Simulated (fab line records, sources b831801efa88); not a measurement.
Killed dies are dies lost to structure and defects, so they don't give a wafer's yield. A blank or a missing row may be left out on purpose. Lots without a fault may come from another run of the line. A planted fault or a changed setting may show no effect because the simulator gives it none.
fab line records | flow gf180mcu
record lots=5 wafers=15 last_day=32
route steps=602 shown V5@552 TOP_METAL@567
lots that met no fault: from a run of the same line without faults
start_h: hours from the record's first day to the start of the lot's first wafer shown | wait_h: hours since the lot's step before | " the same as in the row above | L1.1+2: a row that stands for several wafers | - no value, or no start given | * or withheld: withheld | < > ~ a bound
route shown NAME@n: a module of which the file shows steps, and the number in the route of the first | usual: mean/standard deviation of fault-free wafers | same: alike in all rows | chamber/n: place in a boat | sites: the reading at each site | _std_site: their standard deviation | _edge_site: outer sites' mean less inner sites' | radius_mm: how far each site lies from the wafer's centre | mask NAME#n: copy n | behind: the tool/chamber that last shaped the wafer | hold: why the lot was held/for how many hours/how that ended | device: the transistor (n, p or np) that didn't switch | end of line: the same wafers' tests at the end of the route | a step without rows: its recipe alone | killed: dies lost to structure and defects at the first sort, not the wafer's yield | map: a wafer's dies, x killed, . not, _ none there
set.NAME: the setting as run; set.NAME@STEP: as run at that earlier step | model.NAME: the simulator's own value behind a step, which no gauge read
lots at some steps of the route; a table a step, a row a wafer
services: from which hour (start_h, from the record's first day; less than 0 if before it) a tool's chamber was out of use, for how many hours, and why
## steps
# step GF_V5_PEB_12
# recipe peb_temp_c=135.7 peb_time_s=90 resist=KrF
# usual chill_plate_temp_C=23.02/0.12 resist_line_temp_C=23.00/0.1
# columns lot.wafer tool chamber start_h wait_h chill_plate_temp_C resist_line_temp_C
L076.2 litho_track-03 0 - - 23.17 23.09
L076.4 " 0 " " 23.03 23.14
L076.5 " 0 " " 23.04 23.16
L077.1 litho_track-03 0 - - 23.07 23.02
L077.2 " 0 " " 23.20 22.86
L077.6 " 0 " " 23.07 22.95
L079.1 litho_track-02 0 - - 23.13 22.99
L079.3 " 0 " " 23.01 22.86
L079.4 " 0 " " 23.00 23.07
L086.3 litho_track-02 0 - - 22.92 23.06
L086.4 " 0 " " 22.83 23.16
L086.5 " 0 " " 22.94 23.10
L088.1 litho_track-03 0 - - 23.09 23.16
L088.2 " 0 " " 23.15 23.12
L088.4 " 0 " " 23.14 23.02
# step GF_V5_DEVELOP_13
# recipe develop_time_s=60 resist=KrF dev_temp_c=21
# usual chill_plate_temp_C=23.02/0.1 resist_line_temp_C=23.01/0.1
# columns lot.wafer tool chamber start_h wait_h chill_plate_temp_C resist_line_temp_C
L076.2 litho_track-03 0 645.04 0.2 22.95 23.09
L076.4 " 0 " " 23.02 23.03
L076.5 " 0 " " 22.87 23.01
L077.1 litho_track-03 0 651.91 0.2 23.17 23.22
L077.2 " 0 " " 23.10 22.99
L077.6 " 0 " " 23.03 23.25
L079.1 litho_track-02 0 671.37 0.2 23.11 22.92
L079.3 " 0 " " 23.19 22.88
L079.4 " 0 " " 23.05 23.05
L086.3 litho_track-02 0 715.77 0.1 22.93 23.05
L086.4 " 0 " " 23.00 23.08
L086.5 " 0 " " 23.21 23.04
L088.1 litho_track-03 0 739.21 0.2 23.00 23.02
L088.2 " 0 " " 23.15 23.15
L088.4 " 0 " " 23.02 22.93
# step GF_V5_CD_MEAS_14
# recipe target_cd_nm=260
# usual cd_nm=260.4/1.1
# columns lot.wafer tool chamber start_h wait_h cd_nm
L076.2 cd_sem-01 - 645.25 0.2 260.3
L076.4 " - " " 261.0
L076.5 " - " " 259.9
L077.1 cd_sem-01 - 652.17 0.2 259.5
L077.2 " - " " 257.9
L077.6 " - " " 259.3
L079.1 cd_sem-02 - 671.52 0.1 261.6
L079.3 " - " " 263.0
L079.4 " - " " 262.7
L086.3 cd_sem-02 - 715.91 0.1 257.7
L086.4 " - " " 258.0
L086.5 " - " " 259.4
L088.1 cd_sem-01 - 739.36 0.1 261.5
L088.2 " - " " 261.7
L088.4 " - " " 261.7
# step GF_V5_OVL_MEAS_15
# usual V5_OVL=-5/5.4
# columns lot.wafer tool chamber start_h wait_h V5_OVL[nm]
L076.2 overlay-02 - 645.35 0.1 -9
L076.4 " - " " -9
L076.5 " - " " -17
L077.1 overlay-02 - 652.29 0.1 -3
L077.2 " - " " -6
L077.6 " - " " -9
L079.1 overlay-02 - 671.64 0.1 2
L079.3 " - " " 0
L079.4 " - " " -7
L086.3 overlay-01 - 716.00 0.1 -8
L086.4 " - " " -5
L086.5 " - " " -1
L088.1 overlay-01 - 739.48 0.1 -10
L088.2 " - " " -3
L088.4 " - " " -10
# step GF_V5_ETCH_16
# recipe chemistry=N2/H2 target_depth_a=withheld overetch_a=withheld time_s=withheld target=BARC ion_energy_ev=200 source_w=500 bias_w=100 pressure_mtorr=30 n2_flow_sccm=100 h2_flow_sccm=200
# usual drypump_motor_current_A=5.7/0.51 n2_flow_sccm=100.00/0.29 oes_product_au=0.855/0.0047 throttle_valve_pct=13.225/0.0094
# columns lot.wafer tool chamber start_h wait_h drypump_motor_current_A n2_flow_sccm oes_product_au throttle_valve_pct
L076.2 rie_diel-03 2 645.38 0.0 5.7 99.73 0.858 13.228
L076.4 " 1 " " 5.5 100.41 0.858 13.220
L076.5 " 2 " " 5.7 99.78 0.865 13.224
L077.1 rie_diel-04 0 652.33 0.0 5.5 100.03 0.861 13.224
L077.2 " 2 " " 6.1 100.15 0.861 13.219
L077.6 " 0 " " 5.6 100.12 0.857 13.220
L079.1 rie_diel-02 2 671.68 0.0 5.0 100.27 0.841 13.225
L079.3 " 0 " " 5.8 100.01 0.856 13.233
L079.4 " 3 " " 6.1 99.88 0.868 13.236
L086.3 rie_diel-04 2 716.03 0.0 6.1 99.57 0.853 13.210
L086.4 " 0 " " 5.6 99.96 0.851 13.228
L086.5 " 2 " " 6.1 100.20 0.855 13.222
L088.1 rie_diel-02 0 739.52 0.0 5.8 99.92 0.858 13.232
L088.2 " 3 " " 6.0 99.52 0.851 13.220
L088.4 " 2 " " 5.0 99.73 0.856 13.229
# step GF_V5_ETCH_17
# recipe chemistry=C4F8/O2/Ar mask_material=KrF target=SiO2 stop_on=TiN source_w=1500 bias_w=1200 pressure_mtorr=40 c4f8_flow_sccm=withheld O2_flow_sccm=6 Ar_flow_sccm=300 time_s=withheld target_depth_a=8550
# usual oes_product_au=0.860/0.0048
# columns lot.wafer tool chamber start_h wait_h oes_product_au
L076.2 rie_diel-03 2 - - 0.853
L076.4 " 1 " " 0.861
L076.5 " 2 " " 0.857
L077.1 rie_diel-04 0 - - 0.867
L077.2 " 2 " " 0.862
L077.6 " 0 " " 0.862
L079.1 rie_diel-02 2 - - 0.862
L079.3 " 0 " " 0.866
L079.4 " 3 " " 0.857
L086.3 rie_diel-04 2 - - 0.858
L086.4 " 0 " " 0.863
L086.5 " 2 " " 0.856
L088.1 rie_diel-02 0 - - 0.865
L088.2 " 3 " " 0.855
L088.4 " 2 " " 0.863
# step GF_V5_STRIP_18
# recipe chemistry=O2/N2 power_w=1400 pressure_mtorr=1500 platen_temp_c=250 o2_flow_sccm=3000 n2_flow_sccm=300 overash_fraction=0.5
# usual drypump_motor_current_A=5.5/0.32 heater_power_w=314/19 n2_flow_sccm=300.0/0.88 oes_product_au=0.569/0.0049
# columns lot.wafer tool chamber start_h wait_h drypump_motor_current_A heater_power_w n2_flow_sccm oes_product_au rf_hours_counter_h
L076.2 plasma_asher-04 1 645.54 - 5.4 285 300.8 0.574 91
L076.4 " 0 " " 5.5 320 298.2 0.568 -
L076.5 " 0 " " 5.5 316 300.8 0.569 -
L077.1 plasma_asher-01 1 652.48 - 6.1 304 301.4 0.571 24
L077.2 " 0 " " 5.2 316 298.9 0.563 24
L077.6 " 0 " " 5.2 319 299.2 0.554 -
L079.1 plasma_asher-01 1 671.83 - 6.1 292 298.5 0.577 26
L079.3 " 1 " " 6.1 294 299.5 0.564 -
L079.4 " 0 " " 5.2 321 301.9 0.575 -
L086.3 plasma_asher-04 1 716.21 - 5.4 285 301.0 0.572 -
L086.4 " 0 " " 5.5 318 299.6 0.566 -
L086.5 " 0 " " 5.5 320 299.8 0.563 -
L088.1 plasma_asher-04 0 739.67 - 5.5 331 299.9 0.566 101
L088.2 " 1 " " 5.4 287 300.1 0.572 101
L088.4 " 0 " " 5.5 324 298.8 0.568 -
# step GF_V5_STRIP_19
# recipe chemistry=post_etch_residue_remover time_s=1200 temp_c=72.5
# columns lot.wafer tool chamber start_h wait_h
L076.2+4+5 wet_bench-01 2 645.64 0.1
L077.1+2+6 wet_bench-02 0 652.58 0.1
L079.1+3+4 wet_bench-01 1 671.93 0.1
L086.3+4+5 wet_bench-02 2 716.28 0.0
L088.1+2+4 wet_bench-04 2 739.77 0.1
# step GF_V5_CLEAN_20
# recipe chemistry=DIW dry=n2_spin
# columns lot.wafer tool chamber start_h wait_h
L076.2+4+5 wet_bench-02 3 645.98 0.0
L077.1+2+6 wet_bench-04 2 652.92 0.0
L079.1+3+4 wet_bench-02 1 672.27 0.0
L086.3+4+5 wet_bench-04 3 716.62 0.0
L088.1+2+4 wet_bench-01 3 740.14 0.0
# step GF_V5_SPUTTER_21
# recipe material=Ti target_thk_nm=15 chamber_pressure_pa=5 power_w=2500 substrate_temp_c=200 time_s=80.02
# usual throttle_valve_pct=30.4/1.1
# columns lot.wafer tool chamber start_h wait_h throttle_valve_pct
L076.2 pvd_sputter-04 - 646.07 0.0 30.4
L076.4 " - " " 31.3
L076.5 " - " " 28.8
L077.1 pvd_sputter-04 - 653.02 0.0 30.3
L077.2 " - " " 31.3
L077.6 " - " " 31.5
L079.1 pvd_sputter-03 - 672.37 0.0 30.5
L079.3 " - " " 30.3
L079.4 " - " " 33.0
L086.3 pvd_sputter-04 - 716.71 0.0 31.3
L086.4 " - " " 31.3
L086.5 " - " " 28.8
L088.1 pvd_sputter-02 - 740.24 0.0 31.2
L088.2 " - " " 29.0
L088.4 " - " " 31.1
# step GF_V5_SPUTTER_22
# recipe material=TiN target_thk_nm=10 chamber_pressure_pa=5 power_w=4000 time_s=40
# usual throttle_valve_pct=30.4/1.1
# columns lot.wafer tool chamber start_h wait_h throttle_valve_pct
L076.2 pvd_sputter-04 - 646.13 0.0 30.7
L076.4 " - " " 31.1
L076.5 " - " " 28.9
L077.1 pvd_sputter-04 - 653.08 0.0 30.2
L077.2 " - " " 31.4
L077.6 " - " " 31.3
L079.1 pvd_sputter-03 - 672.43 0.0 30.0
L079.3 " - " " 30.2
L079.4 " - " " 32.8
L086.3 pvd_sputter-04 - 716.78 0.0 31.2
L086.4 " - " " 31.3
L086.5 " - " " 29.1
L088.1 pvd_sputter-02 - 740.30 0.0 31.2
L088.2 " - " " 29.1
L088.4 " - " " 31.0
# step GF_V5_CVD_23
# recipe material=W target_thk_nm=350 time_s=104.9 temp_c=400 pressure_torr=40
# usual heater_power_w=767/42
# columns lot.wafer tool chamber start_h wait_h heater_power_w
L076.2 cvd_w-02 1 646.17 0.0 703
L076.4 " 0 " " 803
L076.5 " 1 " " 700
L077.1 cvd_w-01 0 653.12 0.0 732
L077.2 " 1 " " 790
L077.6 " 1 " " 826
L079.1 cvd_w-02 0 672.47 0.0 806
L079.3 " 0 " " 827
L079.4 " 1 " " 699
L086.3 cvd_w-01 0 716.85 0.1 746
L086.4 " 1 " " 804
L086.5 " 1 " " 819
L088.1 cvd_w-01 1 740.34 0.0 794
L088.2 " 0 " " 736
L088.4 " 1 " " 809
# step GF_V5_RS_MEAS_24
# recipe thk_meas_gauge=four-point-probe reads=W_of_V5_CVD_23+TiN_of_V5_SPUTTER_22+Ti_of_V5_SPUTTER_21
# usual V5_W_RS=0.328/0.0054
# columns lot.wafer tool chamber start_h wait_h V5_W_RS[ohm/sq]
L076.2 film_metro-02 - 646.30 0.1 0.335
L076.4 " - " " 0.330
L076.5 " - " " 0.336
L077.1 film_metro-02 - 653.23 0.1 0.332
L077.2 " - " " 0.328
L077.6 " - " " 0.322
L079.1 film_metro-02 - 672.59 0.1 0.335
L079.3 " - " " 0.336
L079.4 " - " " 0.342
L086.3 film_metro-03 - 716.97 0.1 0.330
L086.4 " - " " 0.322
L086.5 " - " " 0.319
L088.1 film_metro-04 - 740.45 0.1 0.325
L088.2 " - " " 0.339
L088.4 " - " " 0.325
# step GF_V5_THK_MEAS_25
# recipe thk_meas_gauge=xrf reads=W_of_V5_CVD_23
# usual V5_W_THK=350/7
# columns lot.wafer tool chamber start_h wait_h V5_W_THK[nm]
L076.2 film_metro-02 - 646.41 0.1 347
L076.4 " - " " 354
L076.5 " - " " 348
L077.1 film_metro-02 - 653.35 0.1 350
L077.2 " - " " 357
L077.6 " - " " 364
L079.1 film_metro-02 - 672.71 0.1 348
L079.3 " - " " 348
L079.4 " - " " 340
L086.3 film_metro-03 - 717.07 0.1 350
L086.4 " - " " 359
L086.5 " - " " 361
L088.1 film_metro-04 - 740.57 0.1 347
L088.2 " - " " 331
L088.4 " - " " 344
# step GF_V5_CMP_26
# recipe stop_on=SiO2 down_force_psi=3.5 platen_rpm=60 t_overpolish_s=15 target_thk_nm=0 pad_velocity_m_s=0.94248
# usual edge_zone_pressure_frac=1.000/0.005 motor_current_A=11.2/0.9 overpolish_run_s=14.999/0.0089 time_to_endpoint_s=85/3.6
# same t_overpolish_s=15
# columns lot.wafer tool chamber start_h wait_h edge_zone_pressure_frac motor_current_A overpolish_run_s time_to_endpoint_s
L076.2 cmp-02 3 646.77 0.3 1.004 12.2 14.990 83
L076.4 " 0 " " 0.994 12.6 15.002 82
L076.5 " 2 " " 1.002 10.4 14.998 84
L077.1 cmp-01 2 653.46 0.1 0.995 11.2 14.998 83
L077.2 " 3 " " 0.998 12.1 14.995 84
L077.6 " 2 " " 0.994 10.6 15.006 87
L079.3 cmp-01 0 673.01 0.3 0.999 11.2 14.992 92
L079.4 " 1 " " 1.001 10.0 15.000 82
L079.1 " 3 " " 0.997 12.0 14.982 85
L086.4 cmp-01 2 717.11 0.0 0.999 10.5 14.991 89
L086.3 " 3 " " 0.992 12.2 14.993 85
L086.5 " 2 " " 0.998 11.3 15.011 86
L088.2 cmp-01 1 740.68 0.1 1.006 9.9 14.995 82
L088.1 " 2 " " 1.002 11.5 15.009 84
L088.4 " 3 " " 1.004 11.4 15.007 82
# step GF_TOP_METAL_SPUTTER_00
# recipe material=Ti target_thk_nm=37.5 arriving_ion_energy_ev=80 substrate_temp_c=200 chamber_pressure_pa=2 power_w=4000 time_s=150
# usual throttle_valve_pct=30.0/0.97
# columns lot.wafer tool chamber start_h wait_h throttle_valve_pct
L076.2 pvd_sputter-01 - 646.97 0.1 29.6
L076.4 " - " " 29.6
L076.5 " - " " 29.0
L077.1 pvd_sputter-01 - 653.71 0.2 30.3
L077.2 " - " " 29.4
L077.6 " - " " 30.3
L079.1 pvd_sputter-01 - 673.31 0.1 29.5
L079.3 " - " " 30.4
L079.4 " - " " 28.5
L086.3 pvd_sputter-02 - 717.41 0.2 30.2
L086.4 " - " " 29.1
L086.5 " - " " 30.1
L088.1 pvd_sputter-04 - 740.93 0.1 31.3
L088.2 " - " " 28.9
L088.4 " - " " 31.4
# step GF_TOP_METAL_SPUTTER_01
# recipe material=TiN target_thk_nm=30 power_w=6500 time_s=25 chamber_pressure_pa=0.4
# usual throttle_valve_pct=29.9/0.97
# columns lot.wafer tool chamber start_h wait_h throttle_valve_pct
L076.2 pvd_sputter-01 - 647.07 0.1 29.4
L076.4 " - " " 29.3
L076.5 " - " " 29.2
L077.1 pvd_sputter-01 - 653.81 0.1 30.4
L077.2 " - " " 29.6
L077.6 " - " " 30.3
L079.1 pvd_sputter-01 - 673.41 0.1 29.4
L079.3 " - " " 30.3
L079.4 " - " " 28.3
L086.3 pvd_sputter-02 - 717.51 0.1 30.1
L086.4 " - " " 29.0
L086.5 " - " " 30.3
L088.1 pvd_sputter-04 - 741.03 0.1 31.0
L088.2 " - " " 28.8
L088.4 " - " " 30.9
# step GF_TOP_METAL_SPUTTER_02
# recipe material=AlCu target_thk_nm=900 power_w=10600 chamber_pressure_pa=0.3 substrate_temp_c=250 gas=Ar time_s=47.82
# usual throttle_valve_pct=29.9/0.96
# columns lot.wafer tool chamber start_h wait_h throttle_valve_pct
L076.2 pvd_sputter-01 - 647.10 0.0 29.4
L076.4 " - " " 29.6
L076.5 " - " " 29.2
L077.1 pvd_sputter-01 - 653.84 0.0 30.3
L077.2 " - " " 29.4
L077.6 " - " " 30.3
L079.1 pvd_sputter-01 - 673.45 0.0 29.3
L079.3 " - " " 30.3
L079.4 " - " " 28.6
L086.3 pvd_sputter-02 - 717.54 0.0 30.1
L086.4 " - " " 29.0
L086.5 " - " " 30.1
L088.1 pvd_sputter-04 - 741.06 0.0 31.2
L088.2 " - " " 28.7
L088.4 " - " " 31.4
# step GF_TOP_METAL_SPUTTER_03
# recipe material=Ti target_thk_nm=5 substrate_temp_c=300 chamber_pressure_pa=0.3 power_w=3000 time_s=3.3
# usual throttle_valve_pct=29.9/0.97
# columns lot.wafer tool chamber start_h wait_h throttle_valve_pct
L076.2 pvd_sputter-01 - 647.14 0.0 29.3
L076.4 " - " " 29.5
L076.5 " - " " 28.9
L077.1 pvd_sputter-01 - 653.89 0.0 30.4
L077.2 " - " " 29.4
L077.6 " - " " 30.3
L079.1 pvd_sputter-01 - 673.49 0.0 29.4
L079.3 " - " " 30.7
L079.4 " - " " 28.5
L086.3 pvd_sputter-02 - 717.58 0.0 30.2
L086.4 " - " " 28.8
L086.5 " - " " 30.2
L088.1 pvd_sputter-04 - 741.10 0.0 31.2
L088.2 " - " " 28.9
L088.4 " - " " 31.1
# step GF_TOP_METAL_SPUTTER_04
# recipe material=TiN target_thk_nm=25 power_w=6500 time_s=20.8 chamber_pressure_pa=0.4
# usual throttle_valve_pct=29.9/0.96
# columns lot.wafer tool chamber start_h wait_h throttle_valve_pct
L076.2 pvd_sputter-01 - 647.16 0.0 29.0
L076.4 " - " " 29.4
L076.5 " - " " 28.9
L077.1 pvd_sputter-01 - 653.91 0.0 30.3
L077.2 " - " " 29.4
L077.6 " - " " 30.5
L079.1 pvd_sputter-01 - 673.51 0.0 29.4
L079.3 " - " " 30.6
L079.4 " - " " 28.7
L086.3 pvd_sputter-02 - 717.60 0.0 30.2
L086.4 " - " " 28.9
L086.5 " - " " 30.4
L088.1 pvd_sputter-04 - 741.12 0.0 31.3
L088.2 " - " " 28.7
L088.4 " - " " 31.0
# step GF_TOP_METAL_RS_MEAS_05
# recipe thk_meas_gauge=four-point-probe reads=TiN_of_TOP_METAL_SPUTTER_04+Ti_of_TOP_METAL_SPUTTER_03+AlCu_of_TOP_METAL_SPUTTER_02+TiN_of_TOP_METAL_SPUTTER_01+Ti_of_TOP_METAL_SPUTTER_00
# usual TOP_METAL_ALCU_RS=0.0326/0.00035
# columns lot.wafer tool chamber start_h wait_h TOP_METAL_ALCU_RS[ohm/sq]
L076.2 film_metro-04 - 647.21 0.0 0.0320
L076.4 " - " " 0.0325
L076.5 " - " " 0.0324
L077.1 film_metro-03 - 653.93 0.0 0.0327
L077.2 " - " " 0.0323
L077.6 " - " " 0.0327
L079.1 film_metro-04 - 673.53 0.0 0.0327
L079.3 " - " " 0.0331
L079.4 " - " " 0.0327
L086.3 film_metro-01 - 717.67 0.1 0.0329
L086.4 " - " " 0.0325
L086.5 " - " " 0.0331
L088.1 film_metro-04 - 741.15 0.0 0.0329
L088.2 " - " " 0.0337
L088.4 " - " " 0.0329
# step GF_TOP_METAL_THK_MEAS_06
# recipe thk_meas_gauge=xrf reads=AlCu_of_TOP_METAL_SPUTTER_02
# usual TOP_METAL_ALCU_THK=901/9.7
# columns lot.wafer tool chamber start_h wait_h TOP_METAL_ALCU_THK[nm]
L076.2 film_metro-04 - 647.32 0.1 919
L076.4 " - " " 901
L076.5 " - " " 904
L077.1 film_metro-03 - 654.05 0.1 895
L077.2 " - " " 906
L077.6 " - " " 899
L079.1 film_metro-04 - 673.65 0.1 892
L079.3 " - " " 888
L079.4 " - " " 896
L086.3 film_metro-01 - 717.77 0.1 893
L086.4 " - " " 908
L086.5 " - " " 889
L088.1 film_metro-04 - 741.27 0.1 892
L088.2 " - " " 875
L088.4 " - " " 890
# step GF_TOP_METAL_DEHYDRATE_07
# recipe temp_c=200 time_s=60
# usual chill_plate_temp_C=23.01/0.12 resist_line_temp_C=23.00/0.099
# columns lot.wafer tool chamber start_h wait_h chill_plate_temp_C resist_line_temp_C
L076.2 litho_track-04 0 656.43 9.1 23.24 22.83
L076.4 " 0 " " 23.08 22.89
L076.5 " 0 " " 23.12 22.91
L077.1 litho_track-03 0 663.26 9.2 22.97 23.03
L077.2 " 0 " " 22.90 22.99
L077.6 " 0 " " 22.93 22.98
L079.1 litho_track-04 0 682.86 9.2 22.90 23.05
L079.3 " 0 " " 22.92 23.02
L079.4 " 0 " " 22.96 23.03
L086.3 litho_track-03 0 726.11 8.3 23.15 23.02
L086.4 " 0 " " 23.03 23.07
L086.5 " 0 " " 22.96 23.07
L088.1 litho_track-01 0 748.70 7.4 23.03 23.05
L088.2 " 0 " " 22.95 23.03
L088.4 " 0 " " 22.97 22.85
# step GF_TOP_METAL_HMDS_08
# recipe prime_time_s=60 prime_temp_c=120
# usual chill_plate_temp_C=23.02/0.1 resist_line_temp_C=23.01/0.089
# columns lot.wafer tool chamber start_h wait_h chill_plate_temp_C resist_line_temp_C
L076.2 litho_track-04 0 656.58 0.1 22.93 23.04
L076.4 " 0 " " 23.07 22.99
L076.5 " 0 " " 23.08 23.00
L077.1 litho_track-03 0 663.41 0.1 23.05 23.01
L077.2 " 0 " " 22.82 22.96
L077.6 " 0 " " 22.96 23.08
L079.1 litho_track-04 0 683.01 0.1 23.11 23.03
L079.3 " 0 " " 23.06 23.06
L079.4 " 0 " " 23.04 22.99
L086.3 litho_track-03 0 726.26 0.1 23.02 22.89
L086.4 " 0 " " 23.01 23.07
L086.5 " 0 " " 23.04 22.85
L088.1 litho_track-01 0 748.85 0.1 22.99 22.88
L088.2 " 0 " " 22.87 22.96
L088.4 " 0 " " 22.98 22.86
# step GF_TOP_METAL_COAT_09
# recipe resist=NOVOLAK spin_rpm=3000 resist_thk_nm=1500
# usual chill_plate_temp_C=23.01/0.099 resist_line_temp_C=23.00/0.098
# columns lot.wafer tool chamber start_h wait_h chill_plate_temp_C resist_line_temp_C
L076.2 litho_track-04 0 656.73 0.1 23.06 23.04
L076.4 " 0 " " 23.04 23.12
L076.5 " 0 " " 23.05 23.08
L077.1 litho_track-03 0 663.56 0.1 23.11 22.93
L077.2 " 0 " " 23.30 23.10
L077.6 " 0 " " 22.97 23.08
L079.1 litho_track-04 0 683.16 0.1 23.02 22.98
L079.3 " 0 " " 23.00 22.97
L079.4 " 0 " " 22.94 23.04
L086.3 litho_track-03 0 726.41 0.1 22.93 22.90
L086.4 " 0 " " 22.84 22.94
L086.5 " 0 " " 23.01 22.80
L088.1 litho_track-01 0 749.00 0.1 22.91 23.09
L088.2 " 0 " " 22.98 23.20
L088.4 " 0 " " 23.03 23.01
# step GF_TOP_METAL_SOFTBAKE_10
# recipe temp_c=90 time_s=60 resist=NOVOLAK
# usual chill_plate_temp_C=23.01/0.1 resist_line_temp_C=22.99/0.11
# columns lot.wafer tool chamber start_h wait_h chill_plate_temp_C resist_line_temp_C
L076.2 litho_track-04 0 656.88 0.1 23.13 23.04
L076.4 " 0 " " 22.97 23.13
L076.5 " 0 " " 23.15 23.12
L077.1 litho_track-03 0 663.71 0.1 22.86 23.14
L077.2 " 0 " " 23.11 23.02
L077.6 " 0 " " 23.16 23.15
L079.1 litho_track-04 0 683.31 0.1 23.01 22.81
L079.3 " 0 " " 23.05 22.88
L079.4 " 0 " " 22.87 22.98
L086.3 litho_track-03 0 726.56 0.1 23.08 22.85
L086.4 " 0 " " 23.14 22.97
L086.5 " 0 " " 22.99 22.88
L088.1 litho_track-01 0 749.15 0.1 23.04 22.98
L088.2 " 0 " " 22.92 22.91
L088.4 " 0 " " 22.97 23.14
# step GF_TOP_METAL_EXPOSE_11
# recipe mask_id=MetalTop target_cd_nm=440 na=0.6 source_shape=conventional sigma_outer=0.6 dose_mj=170
# columns lot.wafer tool chamber start_h wait_h mask
L076.2+4+5 iline_stepper-02 0 - - MetalTop#0
L077.1+2+6 iline_stepper-01 0 - - MetalTop#0
L079.1+3+4 iline_stepper-02 0 - - MetalTop#0
L086.3+4+5 iline_stepper-01 0 - - MetalTop#0
L088.1+2+4 iline_stepper-02 0 - - MetalTop#0
# step GF_TOP_METAL_PEB_12
# recipe temp_c=withheld time_s=* resist=NOVOLAK
# usual chill_plate_temp_C=* resist_line_temp_C=*
# columns lot.wafer tool chamber start_h wait_h chill_plate_temp_C resist_line_temp_C
L076.2 litho_track-03 0 - - * *
L076.4 " 0 " " * *
L076.5 " 0 " " * *
L077.1 litho_track-03 0 - - * *
L077.2 " 0 " " * *
L077.6 " 0 " " * *
L079.1 litho_track-03 0 - - * *
L079.3 " 0 " " * *
L079.4 " 0 " " * *
L086.3 litho_track-03 0 - - * *
L086.4 " 0 " " * *
L086.5 " 0 " " * *
L088.1 litho_track-04 0 - - * *
L088.2 " 0 " " * *
L088.4 " 0 " " * *
# step GF_TOP_METAL_DEVELOP_13
# recipe develop_time_s=61.67 dev_temp_c=23
# usual chill_plate_temp_C=22.98/0.11 resist_line_temp_C=23.02/0.093
# columns lot.wafer tool chamber start_h wait_h chill_plate_temp_C resist_line_temp_C
L076.2 litho_track-03 0 666.59 0.1 22.91 23.18
L076.4 " 0 " " 23.05 23.08
L076.5 " 0 " " 22.92 23.18
L077.1 litho_track-03 0 672.91 0.1 22.90 23.07
L077.2 " 0 " " 23.04 23.06
L077.6 " 0 " " 23.13 22.91
L079.1 litho_track-03 0 692.26 0.1 22.81 23.14
L079.3 " 0 " " 22.90 23.18
L079.4 " 0 " " 22.74 23.00
L086.3 litho_track-03 0 734.86 0.1 22.92 23.03
L086.4 " 0 " " 22.99 22.98
L086.5 " 0 " " 22.83 22.97
L088.1 litho_track-04 0 757.16 0.1 22.90 22.91
L088.2 " 0 " " 22.99 23.02
L088.4 " 0 " " 23.03 23.01
# step GF_TOP_METAL_CD_MEAS_14
# recipe target_cd_nm=440
# usual cd_nm=440.8/2.3
# columns lot.wafer tool chamber start_h wait_h cd_nm
L076.2 cd_sem-02 - 666.73 0.1 438.2
L076.4 " - " " 437.8
L076.5 " - " " 437.4
L077.1 cd_sem-01 - 673.06 0.1 439.2
L077.2 " - " " 439.0
L077.6 " - " " 442.1
L079.1 cd_sem-01 - 692.41 0.1 438.7
L079.3 " - " " 439.9
L079.4 " - " " 438.7
L086.3 cd_sem-01 - 735.00 0.1 442.7
L086.4 " - " " 442.5
L086.5 " - " " 442.1
L088.1 cd_sem-01 - 757.49 0.3 439.0
L088.2 " - " " 440.5
L088.4 " - " " 442.1
# step GF_TOP_METAL_OVL_MEAS_15
# usual TOP_METAL_OVL=0.3/1.3
# columns lot.wafer tool chamber start_h wait_h TOP_METAL_OVL[nm]
L076.2 overlay-01 - 666.84 0.1 0.3
L076.4 " - " " 2.5
L076.5 " - " " -0.4
L077.1 overlay-01 - 673.18 0.1 0.4
L077.2 " - " " 2.2
L077.6 " - " " 0.7
L079.1 overlay-02 - 692.53 0.1 -0.4
L079.3 " - " " 1.1
L079.4 " - " " -0.4
L086.3 overlay-01 - 735.09 0.1 -2.3
L086.4 " - " " 0.5
L086.5 " - " " 2.2
L088.1 overlay-01 - 757.61 0.1 -0.6
L088.2 " - " " 0.2
L088.4 " - " " 0.1
# step GF_TOP_METAL_METAL_ETCH_16
# recipe chemistry=Cl2/BCl3 mask_material=NOVOLAK target_depth_nm=1077.5 stop_on=SiO2 pressure_mtorr=8 icp_w=800 bias_w=140 Cl2_flow_sccm=80 bcl3_flow_sccm=40 time_s=179.6
# usual drypump_motor_current_A=5.7/0.45 he_backside_leak_sccm=3.27/0.18 oes_product_au=0.968/0.0063 throttle_valve_pct=28.255/0.011
# columns lot.wafer tool chamber start_h wait_h drypump_motor_current_A he_backside_leak_sccm oes_product_au rf_hours_counter_h throttle_valve_pct
L076.2 rie_metal-04 0 666.87 0.0 5.6 2.93 0.976 7 28.253
L076.4 " 0 " " 5.6 2.95 0.966 - 28.243
L076.5 " 0 " " 5.6 3.45 0.964 - 28.262
L077.1 rie_metal-01 1 673.22 0.0 6.0 3.05 0.966 2 28.252
L077.2 " 1 " " 6.1 3.04 0.972 - 28.254
L077.6 " 1 " " 6.0 3.03 0.969 - 28.250
L079.1 rie_metal-01 0 692.57 0.0 6.4 3.45 0.968 0 28.257
L079.3 " 0 " " 6.4 3.38 0.966 - 28.252
L079.4 " 0 " " 6.4 3.49 0.971 - 28.239
L086.3 rie_metal-03 0 735.18 0.1 5.3 3.14 0.959 - 28.268
L086.4 " 1 " " 5.9 3.32 0.967 - 28.260
L086.5 " 0 " " 5.3 3.41 0.964 - 28.256
L088.1 rie_metal-01 1 757.65 0.0 6.0 3.24 0.965 4 28.257
L088.2 " 0 " " 6.4 3.46 0.953 4 28.286
L088.4 " 1 " " 6.0 3.29 0.956 - 28.275
## services
# columns tool chamber start_h hours kind
cmp-02 - 632.09 13.2 pm
pvd_sputter-03 - 632.72 5.4 repair
iline_stepper-01 - 632.89 1.7 pm
plasma_asher-04 - 634.61 9.1 repair
pvd_sputter-01 3 644.09 - consumable_replace:kit
pvd_sputter-01 3 644.09 18.0 scheduled_down
plasma_asher-04 - 644.44 0.5 repair
cmp-01 - 645.28 4.5 pm
plasma_asher-04 - 661.94 2.8 pm
cvd_w-01 - 671.31 3.8 pm
cmp-02 - 671.96 2.8 repair
iline_stepper-02 - 672.19 1.7 pm
cmp-02 - 681.46 2.8 repair
rie_diel-04 0 682.11 18.3 repair
rie_metal-01 1 687.48 36.7 repair
cvd_w-01 - 692.47 1.8 repair
cmp-02 - 695.19 2.6 repair
rie_diel-04 3 707.74 5.8 repair
rie_diel-02 - 708.73 2.8 pm
rie_diel-03 1 710.63 5.4 repair
rie_metal-01 - 712.01 4.3 pm
rie_diel-03 3 729.28 16.8 repair
rie_diel-03 2 738.28 9.0 repair
cmp-02 - 744.27 4.0 pm
## key
fault none
